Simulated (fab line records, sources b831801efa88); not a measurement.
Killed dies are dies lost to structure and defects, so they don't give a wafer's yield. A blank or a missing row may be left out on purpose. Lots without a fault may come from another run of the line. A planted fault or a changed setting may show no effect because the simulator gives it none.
A struck lot beside a sound one | flow gf180mcu | 27 steps out of a route of 602
Sound: wafers L895.1, L895.2, L895.3. Struck: wafers L909.2, L909.3, L909.6. The cause comes at the end.
At each step with rows: each side's tool, then ch and its chambers, then its first start. Under that, the readings that differ: sound wafers | struck wafers | difference of the means | sigmas: that difference in standard deviations of wafers without a fault.
alike: readings whose means differ by less than 2 such deviations, and words and numbers that are the same on both sides. not compared: withheld readings, readings that some wafer has no value for, bounds like >300 that may hide the same value, and numbers for which the record gives no deviation and whose values overlap.
The two part at a step that has a row with sigmas, a row that says differs or no value, or rows on one side only. Numbers that don't overlap but have no deviation are shown without sigmas and don't part them. A reading that every wafer of one side lacks parts them only if that side has two wafers or more.

first, 1 step without rows for these wafers: GF_VT_IMPLANT_IMPLANT_19.
GF_VT_IMPLANT_STRIP_20: strips in O2/N2.
  sound on plasma_asher-03 ch 0,1, day 6 23:20; struck on plasma_asher-04 ch 0, day 10 18:34
  alike: chamber_pressure_mTorr, drypump_motor_current_A, heater_power_w, o2_flow_sccm, oes_product_au, strip_time_to_endpoint_s
  not compared: rf_hours_counter_h
GF_VT_IMPLANT_TW_MEAS_21:
  sound on film_metro-04, day 6 23:26; struck on film_metro-03, day 10 18:40
  alike: VT_IMPLANT_2_TW
then, 7 steps without rows for these wafers: GF_VT_IMPLANT_DEHYDRATE_22 (time 60 s); GF_VT_IMPLANT_HMDS_23 (prime time 60 s); GF_VT_IMPLANT_COAT_24 (resist thk 1000 nm); GF_VT_IMPLANT_SOFTBAKE_25 (time 60 s); GF_VT_IMPLANT_EXPOSE_26 (exposes mask LVPWELL HV AREA, target cd 860 nm); GF_VT_IMPLANT_PEB_27; GF_VT_IMPLANT_DEVELOP_28 (develop time 60 s).
GF_VT_IMPLANT_OVL_MEAS_29:
  sound on overlay-02, day 7 15:22; struck on overlay-01, day 11 13:13
  alike: VT_IMPLANT_02_OVL
then, 1 step without rows for these wafers: GF_VT_IMPLANT_IMPLANT_30.
GF_VT_IMPLANT_STRIP_31: strips in O2/N2.
  sound on plasma_asher-03 ch 0,1, day 7 15:32; struck on plasma_asher-01 ch 0,1, day 11 13:23
  no value came back on the struck wafers for any of 7 readings (chamber_pressure_mTorr (mTorr), drypump_motor_current_A (A) and others); on the sound wafers chamber_pressure_mTorr (mTorr) reads 1501 1500 1498
  reading                                         | sound | struck         | difference | sigmas
  model.NOVOLAK_of_VT_IMPLANT_COAT_24.thk_nm (nm) | 0 0 0 | 1003 1005 1001 | +1003      |
  not compared: rf_hours_counter_h
GF_VT_IMPLANT_TW_MEAS_32:
  sound on film_metro-03, day 7 15:38; struck on film_metro-04, day 11 13:30
  alike: VT_IMPLANT_3_TW
then, 7 steps without rows for these wafers: GF_VT_IMPLANT_DEHYDRATE_33 (time 60 s); GF_VT_IMPLANT_HMDS_34 (prime time 60 s); GF_VT_IMPLANT_COAT_35 (resist thk 1000 nm); GF_VT_IMPLANT_SOFTBAKE_36 (time 60 s); GF_VT_IMPLANT_EXPOSE_37 (exposes mask Nwell HV AREA, target cd 860 nm); GF_VT_IMPLANT_PEB_38; GF_VT_IMPLANT_DEVELOP_39 (develop time 60 s).
GF_VT_IMPLANT_OVL_MEAS_40:
  sound on overlay-01, day 8 08:04; struck on overlay-01, day 12 08:47
  alike: VT_IMPLANT_03_OVL
then, 1 step without rows for these wafers: GF_VT_IMPLANT_IMPLANT_41.
GF_VT_IMPLANT_STRIP_42: strips in O2/N2.
  sound on plasma_asher-03 ch 0,1, day 8 08:19; struck on plasma_asher-01 ch 0,1, day 12 08:58
  reading                      | sound             | struck            | difference | sigmas
  strip_time_to_endpoint_s (s) | 12.60 12.62 12.64 | 27.71 27.72 27.66 | +15.08     | +99 or more
  alike: chamber_pressure_mTorr, drypump_motor_current_A, heater_power_w, o2_flow_sccm, oes_product_au
  not compared: rf_hours_counter_h
GF_VT_IMPLANT_TW_MEAS_43:
  sound on film_metro-03, day 8 08:25; struck on film_metro-02, day 12 09:04
  reading         | sound       | struck   | difference | sigmas
  VT_IMPLANT_4_TW | 703 699 702 | 31 30 30 | -671       | -61
then, 1 step without rows for these wafers: GF_VT_IMPLANT_CLEAN_44 (cleans in SC1/SC2, time 150 s).
-- the record jumps here: 21 days lie between the struck wafers' starts before and after (it left off in module VT_IMPLANT and takes up again in module PASSIVATION, whose first step shown is number 602 of the route) --
GF_PASSIVATION_PROBE_99:
  the record has rows for the struck wafers here (prober-01, day 33 19:07) and none for the sound ones

WHERE THEY PART
First at GF_VT_IMPLANT_STRIP_31; last, within this record, at GF_PASSIVATION_PROBE_99.

WHY: what the simulator had put in
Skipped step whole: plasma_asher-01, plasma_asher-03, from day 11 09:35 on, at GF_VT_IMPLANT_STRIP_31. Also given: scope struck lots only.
